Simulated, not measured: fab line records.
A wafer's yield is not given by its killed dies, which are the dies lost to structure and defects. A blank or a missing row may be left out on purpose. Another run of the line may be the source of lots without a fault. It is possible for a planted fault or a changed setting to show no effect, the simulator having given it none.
The tool behind it: which one?    flow sky130    30 wafers from 10 lots sampled at 6 of the route's 708 steps

== WHAT THE GAUGES SHOWED, per wafer ==
SKY_VIA3_THK_MEAS_23: measures by xrf.
lot   measured      on            VIA3_W_THK (nm)
L376  day 41 00:12  filmMetro-02  381 389 383
L377  day 41 02:27  filmMetro-04  396 382 382
L378  day 41 12:39  filmMetro-04  384 392 384
L381  day 42 07:17  filmMetro-02  387 389 391
L384  day 42 23:08  filmMetro-02  387 387 382
L391  day 45 15:34  filmMetro-03  377 375 373
L392  day 45 17:12  filmMetro-04  380 394 383
L394  day 46 13:56  filmMetro-03  380 382 377
L397  day 46 18:01  filmMetro-03  394 379 395
L398  day 46 22:58  filmMetro-03  378 380 383

SKY_METAL5_RS_MEAS_05: the measuring method here is four-point-probe.
lot   measured      on            METAL5_ALCU_RS (ohm/sq)
L376  day 44 03:25  filmMetro-04  0.02736 0.02725 0.02727
L377  day 44 05:39  filmMetro-01  0.02695 0.02734 0.02735
L378  day 44 17:23  filmMetro-03  0.02725 0.02708 0.02749
L381  day 45 10:01  filmMetro-01  0.02713 0.0267 0.02716
L384  day 45 23:58  filmMetro-04  0.02698 0.02721 0.02683
L391  day 48 11:52  filmMetro-03  0.02711 0.0273 0.02706
L392  day 48 13:35  filmMetro-04  0.02555 0.02565 0.02576
L394  day 49 05:45  filmMetro-03  0.02633 0.02628 0.02659
L397  day 49 09:55  filmMetro-03  0.027 0.02704 0.02724
L398  day 49 14:56  filmMetro-01  0.02721 0.02718 0.02723

SKY_METAL5_THK_MEAS_06: measures by xrf.
lot   measured      on            METAL5_ALCU_THK (nm)
L376  day 44 03:32  filmMetro-04  1169 1167 1166
L377  day 44 05:46  filmMetro-01  1161 1156 1152
L378  day 44 17:30  filmMetro-03  1161 1160 1148
L381  day 45 10:07  filmMetro-01  1168 1182 1175
L384  day 46 00:05  filmMetro-04  1181 1170 1190
L391  day 48 11:58  filmMetro-03  1146 1149 1152
L392  day 48 13:43  filmMetro-04  1254 1239 1246
L394  day 49 05:52  filmMetro-03  1190 1198 1182
L397  day 49 10:01  filmMetro-03  1156 1150 1144
L398  day 49 15:04  filmMetro-01  1163 1151 1152

== WHICH TOOL RAN EACH LOT (tool, then ch and the chambers of the sampled wafers, then the start) ==
lot   SKY_CAP2M_METAL_ETCH_13           SKY_VIA4_CMP_21                SKY_METAL5_SPUTTER_02
L376  rieMetal-03 ch 0,1, day 42 00:21  cmp-02 ch 0,3, day 44 02:57    pvdSputter-04, day 44 03:18
L377  rieMetal-04 ch 1, day 42 02:51    cmp-01 ch 2,3, day 44 05:14    pvdSputter-02, day 44 05:32
L378  rieMetal-04 ch 0,1, day 42 14:05  cmp-01 ch 2,3, day 44 16:58    pvdSputter-02, day 44 17:16
L381  rieMetal-03 ch 0,1, day 43 07:56  cmp-01 ch 0,1,3, day 45 09:40  pvdSputter-02, day 45 09:52
L384  rieMetal-02 ch 0,1, day 43 22:50  cmp-02 ch 2,3, day 45 23:32    pvdSputter-04, day 45 23:50
L391  rieMetal-04 ch 0,1, day 46 14:15  cmp-01 ch 1,3, day 48 11:25    pvdSputter-02, day 48 11:43
L392  rieMetal-04 ch 0,1, day 46 16:05  cmp-01 ch 0,1,3, day 48 13:08  pvdSputter-04, day 48 13:29
L394  rieMetal-04 ch 0,1, day 47 11:39  cmp-01 ch 0,1,3, day 49 05:17  pvdSputter-04, day 49 05:38
L397  rieMetal-03 ch 0,1, day 47 15:35  cmp-02 ch 0,1,3, day 49 09:32  pvdSputter-01, day 49 09:46
L398  rieMetal-02 ch 0,1, day 47 20:10  cmp-01 ch 1,2, day 49 14:28    pvdSputter-01, day 49 14:49
- SKY_CAP2M_METAL_ETCH_13: etches TiN in Cl2/BCl3, stops on SiO2, target depth 220 nm, time 62.9 s.
- SKY_VIA4_CMP_21: polishes, stops on SiO2, t overpolish 25 s, target thk 0 nm.
- SKY_METAL5_SPUTTER_02: material AlCu, target thk 1150 nm, time 61.2 s.

== AS READ BY THE TOOLS THEMSELVES (means over the sampled wafers that have a number; for cases with no such wafer, the mark the record gives instead) ==
SKY_CAP2M_METAL_ETCH_13.
lot   tool         drypumpMotorCurrentA (A)  oesProductAu (a.u.)  throttleValvePct (%)
L376  rieMetal-03  5.1                       0.950                21.902
L377  rieMetal-04  6.8                       0.949                21.895
L378  rieMetal-04  6.4                       0.941                21.902
L381  rieMetal-03  5.1                       0.933                21.896
L384  rieMetal-02  6.0                       0.935                21.905
L391  rieMetal-04  6.4                       0.942                21.903
L392  rieMetal-04  6.6                       0.940                21.910
L394  rieMetal-04  6.6                       0.946                21.901
L397  rieMetal-03  5.2                       0.941                21.899
L398  rieMetal-02  5.9                       0.942                21.892

SKY_VIA4_CMP_21.
lot   tool    motorCurrentA (A)  overpolishRunS (s)  slurryFilterDpKPa (kPa)  timeToEndpointS (s)
L376  cmp-02  9.4                25.001              13.38                    123
L377  cmp-01  12.6               25.003              13.48                    119
L378  cmp-01  14.3               25.001              13.54                    125
L381  cmp-01  13.0               25.004              13.58                    123
L384  cmp-02  11.6               25.001              13.51                    119
L391  cmp-01  13.3               25.002              13.38                    125
L392  cmp-01  12.5               25.003              13.42                    127
L394  cmp-01  12.7               25.000              13.58                    125
L397  cmp-02  10.5               24.995              13.40                    121
L398  cmp-01  11.8               24.987              13.56                    125

SKY_METAL5_SPUTTER_02.
lot   tool           throttleValvePct (%)
L376  pvdSputter-04  30.0
L377  pvdSputter-02  29.6
L378  pvdSputter-02  29.3
L381  pvdSputter-02  29.9
L384  pvdSputter-04  29.6
L391  pvdSputter-02  29.5
L392  pvdSputter-04  29.9
L394  pvdSputter-04  30.1
L397  pvdSputter-01  29.0
L398  pvdSputter-01  29.1

== THE ANSWER, worked out from the rows above alone ==
Rule: the usual values come from the lots themselves. Put in order of their means at a reading, lots are off if they are a third of the lots or fewer, leave a main group of 4 or more, and stand apart from it by a gap of 3 or more times the standard deviation of the main group's means; of several such gaps the widest counts. A main group whose means are all the same, to the digits that the tables above print for the reading, isn't used. Also off: a lot with no number at a reading for which 4 or more lots have one. Where the step has rows for the other lots, those lots are counted as sound. Order of review: gauges by route order, followed by the tools' own readings, for which a lot's mean as printed above is used. The first step at which some lot is off is used, and at that step the reading that is off furthest; a lot without a number counts as furthest.
Off: at SKY_METAL5_RS_MEAS_05 (METAL5_ALCU_RS), L392, L394. The main group: mean 0.02715 ohm/sq, standard deviation 0.00011.
A tool fits if, at a process step before that reading, it ran every lot that is off, and no sound lot after the first of them. The gauges at SKY_METAL5_RS_MEAS_05 are tried like those tools. This does not decide it: 2 tools fit, namely rieMetal-04 at SKY_CAP2M_METAL_ETCH_13 and pvdSputter-04 at SKY_METAL5_SPUTTER_02.

== WHAT THE SIMULATOR PUT IN ==
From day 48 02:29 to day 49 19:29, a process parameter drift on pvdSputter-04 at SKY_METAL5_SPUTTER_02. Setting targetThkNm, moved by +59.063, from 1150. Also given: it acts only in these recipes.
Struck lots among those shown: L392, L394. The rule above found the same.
